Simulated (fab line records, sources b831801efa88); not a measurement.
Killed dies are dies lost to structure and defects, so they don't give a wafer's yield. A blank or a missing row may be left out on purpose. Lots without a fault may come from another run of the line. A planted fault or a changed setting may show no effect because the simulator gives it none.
Problem report in the 8D (eight disciplines) form, filled by code | flow sky130 | the parts of the form that need people (team, actions taken, sign-off) are left out

1. THE PROBLEM
VIA4_HDPCVD_THK at SKY_VIA4_THK_MEAS_01 reads a mean of 1907 nm on 5 wafers of 3 lots; wafers without a fault read 1757 nm with a standard deviation of 15. That is +10 standard deviations from the usual mean.
First seen on wafer L615.2, day 43 08:49, on film_metro-02. The record holds 31 wafers of 11 lots with a number at this step. Rule for "out", or "out of limits": more than 4 standard deviations from the usual mean. The other wafers with a number count as sound.

2. WHAT IT IS AND WHAT IT IS NOT
question                    | is                                          | is not
which readings at this step | VIA4_HDPCVD_THK                             | -
which lots                  | L615, L616, L618                            | L610, L611, L614, L629, L630, L631, L632, L633
which wafers of those lots  | L615.2, L615.6, L616.2, L616.6, L618.2      | L615.1, L618.4
read on which gauges        | film_metro-01, film_metro-02, film_metro-03 | -
when                        | from day 43 08:49                           | up to then (10 sound wafers); but 16 sound wafers of L618, L629, L630, L631, L632, L633 came after

3. SUSPECTS, AND WHAT RULES EACH OUT
Counting: a tool at a process step up to the reading stays a suspect if it ran every lot that is out. Sound lots after the first of them don't rule it out here, since some wafers of a struck lot are sound.
- the gauge at SKY_VIA4_THK_MEAS_01: ruled out. The wafers that are out were read on 3 gauges (film_metro-01, film_metro-02, film_metro-03).
- hdpcvd-01 at SKY_VIA4_HDPCVD_00 (deposits SiO2, target thk 1750 nm, time 291.7 s): kept. It ran every lot that is out, first L615 (day 43 08:38); its last sound lot up to then is L614 (day 42 16:03). Its own readings are out on those wafers: run_length_s.
Left after counting: hdpcvd-01 at SKY_VIA4_HDPCVD_00.

4. THE CAUSE (what the simulator had put in)
Process parameter drift: hdpcvd-01, from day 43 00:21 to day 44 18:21, at SKY_VIA4_HDPCVD_00. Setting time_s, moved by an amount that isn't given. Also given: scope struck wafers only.
Counting left only this tool.

5. THE CHAIN OF EFFECTS, in route order
Each row: a reading whose mean over the struck wafers that have a number lies more than 3 standard deviations from the usual. Only readings for which the record gives a usual standard deviation are gone through. hours: the time from each lot's start at the first step in this table that gives one to its start at this step, as a median over the lots. sigmas: the change in usual standard deviations.
hours | step                 | reading         | usual   | on struck wafers | change | sigmas
0     | SKY_VIA4_HDPCVD_00   | run_length_s    | 319.7 s | 346.4            | +26.7  | +36
0     | SKY_VIA4_THK_MEAS_01 | VIA4_HDPCVD_THK | 1757 nm | 1907             | +150   | +10
The process steps in it:
- SKY_VIA4_HDPCVD_00: deposits SiO2, target thk 1750 nm, time 291.7 s.

6. WHAT WOULD HAVE CAUGHT IT SOONER
In this record the first reading out of limits at a measuring or inspecting step was taken at day 43 08:49, 8 hours after the fault began at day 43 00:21.
The tool's own readings at SKY_VIA4_HDPCVD_00 were out on every struck wafer that the step has a row for (run_length_s): an alarm limit on them would have fired on the first of those.
Of the lots that are out (3), L616, L618 began SKY_VIA4_HDPCVD_00 on hdpcvd-01 after day 43 08:49. A hold on the tool at that time would have spared those 2.
